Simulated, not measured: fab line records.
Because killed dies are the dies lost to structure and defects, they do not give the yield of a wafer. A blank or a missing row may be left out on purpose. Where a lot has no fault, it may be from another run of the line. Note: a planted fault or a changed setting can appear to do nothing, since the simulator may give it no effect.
A struck lot beside a sound one	flow sky130	35 steps out of a route of 708
Sound: the wafers L366.1, L366.2, L366.6. Struck: wafer L372.1 (L372.2, L372.6, from the same lot, were not struck and are left out); the cause is given at the end.
For every step that has rows: the tool of each side, followed by ch and its chambers, followed by its first start. Under that, the readings that differ: sound wafers	struck wafers	difference of the means	sigmas: that difference in standard deviations of wafers without a fault.
alike: words and numbers the same on both sides, and readings whose means are apart by under 2 such deviations; not compared: readings that were withheld, readings missing a value for some wafer, numbers with overlapping values and no deviation given by the record, and bounds like >300 which may hide the same value.
Wherever a step has rows on one side only, a row that says differs or no value, or a row with sigmas, the two part there. Numbers that have no deviation but don't overlap get no sigmas and don't part them. A reading missing from all wafers of one side parts the sides only when that side holds two or more wafers.

first, 8 steps without rows for these wafers: SKY_CAPM_SPUTTER_02 (material TiN, target thk 200 nm, time 166.7 s); SKY_CAPM_DEHYDRATE_05 (time 60 s); SKY_CAPM_HMDS_06 (prime time 60 s); SKY_CAPM_COAT_07 (resist thk 1140 nm); SKY_CAPM_SOFTBAKE_08 (time 60 s); SKY_CAPM_EXPOSE_09 (exposes mask CAPM, target cd 1000 nm); SKY_CAPM_PEB_10; SKY_CAPM_DEVELOP_11 (develop time 60 s).
SKY_CAPM_METAL_ETCH_13: etches TiN in Cl2/BCl3, stops on SiO2, target depth 220 nm, time 62.9 s.
  sound on rieMetal-02 ch 0,1, day 39 23:19; struck on rieMetal-04 ch 1, day 42 00:33
  alike: drypumpMotorCurrentA, mfcCl2Sccm, oesProductAu, throttleValvePct
  not compared: rfHoursCounterH
then, 25 steps without rows for these wafers: SKY_CAPM_STRIP_14 (strips in O2/N2); SKY_CAPM_STRIP_15 (strips in post etch residue remover, time 1200 s); SKY_CAPM_CLEAN_16 (cleans in IPA, time 180 s); SKY_CAPM_CLEAN_17 (cleans in O3/DIW); SKY_METAL3_DEHYDRATE_05 (time 60 s); SKY_METAL3_HMDS_06 (prime time 60 s); SKY_METAL3_COAT_07 (resist thk 60 nm); SKY_METAL3_COAT_08 (resist thk 1140 nm); SKY_METAL3_SOFTBAKE_09 (time 90 s); SKY_METAL3_EXPOSE_10 (exposes mask MM3, target cd 300 nm); SKY_METAL3_PEB_11; SKY_METAL3_DEVELOP_12 (develop time 60 s); SKY_METAL3_DESCUM_15 (chemistry O2, time 8 s); SKY_METAL3_ETCH_16 (etches BARC in N2/H2, stops on SiO2, time 88.2 s, target depth 60 nm); SKY_METAL3_ETCH_17 (etches SiO2 in C4F8/O2/Ar, stops on TiN, time 3.9 s, target depth 15 nm); SKY_METAL3_METAL_ETCH_18 (etches the open film in Cl2/BCl3, stops on SiO2, target depth 845 nm, time 183.1 s); SKY_METAL3_STRIP_19 (strips in O2/N2); SKY_METAL3_STRIP_20 (strips in post etch residue remover, time 1200 s); SKY_METAL3_CLEAN_21 (cleans in IPA, time 180 s); SKY_METAL3_CLEAN_22 (cleans in O3/DIW); SKY_VIA3_HDPCVD_00 (deposits SiO2, target thk 1635 nm, time 272.5 s); SKY_VIA3_CMP_02 (polishes SiO2); SKY_VIA3_DEHYDRATE_04 (time 60 s); SKY_VIA3_HMDS_05 (prime time 60 s); SKY_VIA3_COAT_06 (resist thk 60 nm).
-- the record jumps here: 7 days lie between the struck wafers' starts before and after (it left off in module VIA3 and takes up again in module PAD_OPEN, whose first step shown is number 708 of the route) --
SKY_PAD_OPEN_PROBE_99:
  struck on prober-01, day 49 10:12; sound on prober-02, day 47 18:57
reading	sound	struck	difference	sigmas
hold	- - -	awaitDispo/1.0h/release	no value on the sound wafers	
defectLimitedYield (%)	85.0 82.7 82.5	73.8	-9.6	-5
killedAtOther	0 0 0	50	+50	+89
killedDies	74 85 86	129	+47	+5
killedShort	24 34 38	44	+12	+2
sort_bin_3_pad_short (%)	0.4 0.6 0.8	1.8	+1.2	+3
sort_bin_5_function (%)	8.7 9.8 10.2	18.7	+9.1	+7
sortNPass	418 407 406	363	-47	-5
sortYieldPct (%)	85.0 82.7 82.5	73.8	-9.6	-5
model.etest.tester.sortNPass	418 407 406	363	-47	
model.etest.tester.sortYieldPct (%)	84.96 82.72 82.52	73.78	-9.62	
model.etest.tester.sort_bin_5_pct (%)	8.74 9.756 10.16	18.7	+9.1	
model.etest.tester.sort_bin_3_pct (%)	0.4065 0.6098 0.813	1.829	+1.219	
  alike: killed_at_M0_to_M3, killed_at_M4_up, killedAtContacts, killedAtFrontEnd, killedOpen, sort_bin_6_memory

## WHERE THEY PART
Within this record, at SKY_PAD_OPEN_PROBE_99 only.

WHY: what the simulator had put in
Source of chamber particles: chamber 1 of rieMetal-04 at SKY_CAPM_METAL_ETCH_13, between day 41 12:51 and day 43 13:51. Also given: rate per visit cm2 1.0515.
